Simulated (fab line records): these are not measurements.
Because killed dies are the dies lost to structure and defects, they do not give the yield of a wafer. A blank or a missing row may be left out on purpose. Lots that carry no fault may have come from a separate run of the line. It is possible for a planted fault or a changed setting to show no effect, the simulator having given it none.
8D (eight disciplines) problem report, filled in by code | flow sky130 | the parts of the form that need people (team, actions taken, sign-off) are left out

== 1. PROBLEM STATEMENT ==
Mean of cd-nm at SKY_VT_ADJUST_NCORE_CD_MEAS_07: 355.2 nm across 3 wafers in 3 lots; on wafers with no fault it is 379.6 nm (standard deviation 2.5). Relative to the usual mean, that is a shift of -9.7 standard deviations.
The step: target cd 380 nm.
Earliest sighting: wafer L838.1 on cd-sem-01 at day 10 18:38. The record has a number at this step for 36 wafers belonging to 13 lots. Rule for "out" (also "out of limits"): further than 4 standard deviations from the usual mean. Any other wafer with a number is counted as sound.

== 2. WHAT IT IS, WHAT IT ISN'T ==
question                    | is                     | is not
which readings at this step | cd-nm                  | -
which lots                  | L838, L839, L840       | L831, L832, L833, L834, L835, L847, L849, L850, L852, L853
which wafers of those lots  | L838.1, L839.1, L840.1 | L838.5, L839.5, L840.6
read on which gauges        | cd-sem-01              | cd-sem-02
when                        | from day 10 18:38      | up to then (16 sound wafers); but 17 sound wafers of L839, L840, L847, L849, L850, L852, L853 came after

== 3. THE SUSPECTS, EACH WITH WHAT RULES IT OUT ==
Counting: any tool at a process step up to the reading remains a suspect provided it ran every lot that is out. Sound lots after the first of them don't rule it out here, since some wafers of a struck lot are sound.
- the gauge at SKY_VT_ADJUST_NCORE_CD_MEAS_07 is ruled out. All the wafers that are out were read on cd-sem-01, but those of them that SKY_VT_ADJUST_NCORE_STRIP_10 has rows for are out there too, on other tools.
- litho-track-01 at SKY_VT_ADJUST_NCORE_COAT_02 (resist thk 1140 nm): kept. It processed each lot that is out (first: L838, day 10 07:58); up to then, its last sound lot is L835 (day 9 10:50).
Remaining after the count: litho-track-01 at SKY_VT_ADJUST_NCORE_COAT_02.

== 4. THE CAUSE (what the simulator had put in) ==
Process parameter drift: litho-track-01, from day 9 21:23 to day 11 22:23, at SKY_VT_ADJUST_NCORE_COAT_02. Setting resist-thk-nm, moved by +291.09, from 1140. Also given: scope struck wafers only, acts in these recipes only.
This tool alone remained once counting was done.

== 5. SEQUENCE OF EFFECTS, ordered by route ==
One row per reading whose mean, taken over the struck wafers that have a number, lies over 3 standard deviations from the usual. Only readings whose record carries a usual standard deviation are examined. hours: median over the lots of the time between each lot's start at the first step of this table that gives one and its start at this step. sigmas: the change, counted in usual standard deviations.
hours | step                           | reading                  | usual    | on struck wafers | change | sigmas
0     | SKY_VT_ADJUST_NCORE_CD_MEAS_07 | cd-nm                    | 379.6 nm | 355.2            | -24.4  | -9.7
0     | SKY_VT_ADJUST_NCORE_STRIP_10   | strip-time-to-endpoint-s | 14.20 s  | 17.54            | +3.34  | +86
It contains these process steps:
- SKY_VT_ADJUST_NCORE_STRIP_10: strips in O2/N2.

== 6. WHAT WOULD HAVE CAUGHT IT SOONER ==
The first out-of-limits reading at a measuring or inspecting step in this record came at day 10 18:38, 21 hours after the fault's start at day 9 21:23.
Of the lots that are out (3), L840 began SKY_VT_ADJUST_NCORE_COAT_02 on litho-track-01 after day 10 18:38. A tool hold placed at that time would have kept it from harm.
